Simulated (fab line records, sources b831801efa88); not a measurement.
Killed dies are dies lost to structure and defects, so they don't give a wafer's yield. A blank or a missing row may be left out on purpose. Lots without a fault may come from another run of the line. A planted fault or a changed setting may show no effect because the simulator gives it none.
Which tool did it? | flow gf180mcu | 12 lots, 35 wafers sampled, at 4 steps of a route of 602

WHAT THE GAUGES READ, wafer by wafer
GF_PASSIVATION_THK_MEAS_03.
lot  | measured     | on            | PASSIVATION_CVD_02_THK (nm)
L591 | day 28 01:40 | film_metro-02 | 701 719 710
L592 | day 28 10:37 | film_metro-04 | 707 701 700
L593 | day 29 02:42 | film_metro-02 | 683 710 704
L598 | day 30 11:11 | film_metro-04 | 689 706 706
L599 | day 30 11:46 | film_metro-04 | 704 722 705
L600 | day 30 18:28 | film_metro-03 | 699 706 702
L605 | day 32 15:34 | film_metro-02 | 694 693
L608 | day 32 21:59 | film_metro-04 | 706 706 711
L609 | day 33 04:01 | film_metro-03 | 705 715 704
L610 | day 33 12:28 | film_metro-02 | 693 702 705
L611 | day 33 18:25 | film_metro-02 | 694 706 712
L612 | day 33 20:49 | film_metro-04 | 694 709 703

WHICH TOOL RAN EACH LOT (tool, then ch and the chambers of the sampled wafers, then the start)
lot  | GF_V3_CMP_26                  | GF_V5_CMP_04                  | GF_V5_ETCH_17
L591 | cmp-02 ch 1,2,3, day 22 09:34 | cmp-01 ch 0,1,2, day 26 05:43 | rie_diel-01 ch 0,1,2, day 28 01:40 or earlier
L592 | cmp-01 ch 2,3, day 22 18:20   | cmp-02 ch 0,2,3, day 26 15:38 | rie_diel-03 ch 1,2, day 28 10:37 or earlier
L593 | cmp-02 ch 0,3, day 23 14:46   | cmp-01 ch 1,2,3, day 27 08:32 | rie_diel-04 ch 0,1, day 29 02:42 or earlier
L598 | cmp-02 ch 1,2, day 25 01:59   | cmp-02 ch 0,2,3, day 28 17:54 | rie_diel-04 ch 0,1, day 30 11:11 or earlier
L599 | cmp-02 ch 0,1,3, day 25 05:38 | cmp-02 ch 0,3, day 28 18:53   | rie_diel-01 ch 1,2,3, day 30 11:46 or earlier
L600 | cmp-02 ch 0,1,2, day 25 12:22 | cmp-01 ch 0,3, day 29 02:05   | rie_diel-03 ch 1,2,3, day 30 18:28 or earlier
L605 | cmp-02 ch 0,1, day 27 17:28   | cmp-02 ch 0,3, day 31 02:04   | rie_diel-03 ch 1,2, day 32 15:34 or earlier
L608 | cmp-02 ch 0,1,2, day 28 01:01 | cmp-01 ch 0,2, day 31 09:43   | rie_diel-01 ch 1,2,3, day 32 21:59 or earlier
L609 | cmp-02 ch 1,2,3, day 28 08:22 | cmp-01 ch 1,2,3, day 31 15:28 | rie_diel-01 ch 0,1, day 33 04:01 or earlier
L610 | cmp-01 ch 0,1,2, day 28 18:38 | cmp-01 ch 1,2, day 32 00:20   | rie_diel-04 ch 0,1,2, day 33 12:28 or earlier
L611 | cmp-02 ch 1,2, day 29 01:23   | cmp-01 ch 0,2,3, day 32 06:46 | rie_diel-03 ch 1,2,3, day 33 18:25 or earlier
L612 | cmp-02 ch 0,1,3, day 29 03:20 | cmp-01 ch 0,1,2, day 32 09:03 | rie_diel-01 ch 0,1, day 33 20:49 or earlier
- GF_V3_CMP_26: polishes, stops on SiO2, t overpolish 15 s, target thk 0 nm.
- GF_V5_CMP_04: polishes SiO2.
- GF_V5_ETCH_17: etches SiO2 in C4F8/O2/Ar, stops on TiN, target depth 855 nm.

WHAT THE TOOLS THEMSELVES READ (means of the sampled wafers that have a number; where no wafer has one, the mark that the record gives instead)
GF_V3_CMP_26.
lot  | tool   | motor_current_A (A) | overpolish_run_s (s) | retaining_ring_pressure_frac | time_to_endpoint_s (s)
L591 | cmp-02 | 11.6                | 15.001               | 1.001                        | 78
L592 | cmp-01 | 10.1                | 14.996               | 0.999                        | 87
L593 | cmp-02 | 12.0                | 15.005               | 1.000                        | 82
L598 | cmp-02 | 10.6                | 15.002               | 0.999                        | 83
L599 | cmp-02 | 11.8                | 15.007               | 0.995                        | 89
L600 | cmp-02 | 11.2                | 14.985               | 0.998                        | 90
L605 | cmp-02 | 11.7                | 14.998               | 1.000                        | 91
L608 | cmp-02 | 11.0                | 15.002               | 1.003                        | 87
L609 | cmp-02 | 11.6                | 14.997               | 0.998                        | 86
L610 | cmp-01 | 11.3                | 14.992               | 0.997                        | 81
L611 | cmp-02 | 11.0                | 15.003               | 1.002                        | 86
L612 | cmp-02 | 11.7                | 14.994               | 0.995                        | 88

GF_V5_CMP_04.
lot  | tool   | motor_current_A (A) | retaining_ring_pressure_frac
L591 | cmp-01 | 12.6                | 1.004
L592 | cmp-02 | 12.3                | 0.998
L593 | cmp-01 | 10.9                | 1.001
L598 | cmp-02 | 11.9                | 1.002
L599 | cmp-02 | 13.0                | 1.001
L600 | cmp-01 | 11.7                | 0.997
L605 | cmp-02 | 12.8                | 1.002
L608 | cmp-01 | 13.2                | 0.999
L609 | cmp-01 | 11.1                | 1.002
L610 | cmp-01 | 11.0                | 0.998
L611 | cmp-01 | 12.0                | 0.997
L612 | cmp-01 | 12.0                | 0.999

GF_V5_ETCH_17.
lot  | tool        | oes_product_au (a.u.)
L591 | rie_diel-01 | 0.856
L592 | rie_diel-03 | 0.860
L593 | rie_diel-04 | 0.857
L598 | rie_diel-04 | 0.861
L599 | rie_diel-01 | 0.858
L600 | rie_diel-03 | 0.859
L605 | rie_diel-03 | 0.917
L608 | rie_diel-01 | 0.859
L609 | rie_diel-01 | 0.859
L610 | rie_diel-04 | 0.859
L611 | rie_diel-03 | 0.862
L612 | rie_diel-01 | 0.859

THE ANSWER, worked out from the rows above alone
Rule: what is usual is taken from the lots themselves. Put in order of their means at a reading, lots are off if they are a third of the lots or fewer, leave a main group of 4 or more, and stand apart from it by a gap of 3 or more times the standard deviation of the main group's means; of several such gaps the widest counts. A main group whose means are all the same, to the digits that the tables above print for the reading, isn't used. A lot without any number at a reading at which 4 lots or more have one is off too. The other lots that the step has rows for count as sound. The gauges are gone through in route order, then the tools' own readings, and for those a lot's mean is taken as printed above. The first step at which some lot is off is used, and at that step the reading that is off furthest; a lot without a number counts as furthest.
Off: L605, at GF_V5_ETCH_17 (oes_product_au). The main group: mean 0.859 a.u., standard deviation 0.0016.
A tool fits if, at that step or a process step before it, it ran every lot that is off, and no sound lot after the first of them. GF_V5_ETCH_17 gives no start for some lots, so the hours and the order of its lots are those of GF_PASSIVATION_THK_MEAS_03. One fits: cmp-02 at GF_V5_CMP_04. Its last sound lot is L599 (day 28 18:53), its first lot that is off L605 (day 31 02:04): a fault that began between those two fits.

WHAT THE SIMULATOR HAD PUT IN
Process parameter drift: cmp-02, from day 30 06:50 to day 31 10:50, at GF_V5_CMP_04. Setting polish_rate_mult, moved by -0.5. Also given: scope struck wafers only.
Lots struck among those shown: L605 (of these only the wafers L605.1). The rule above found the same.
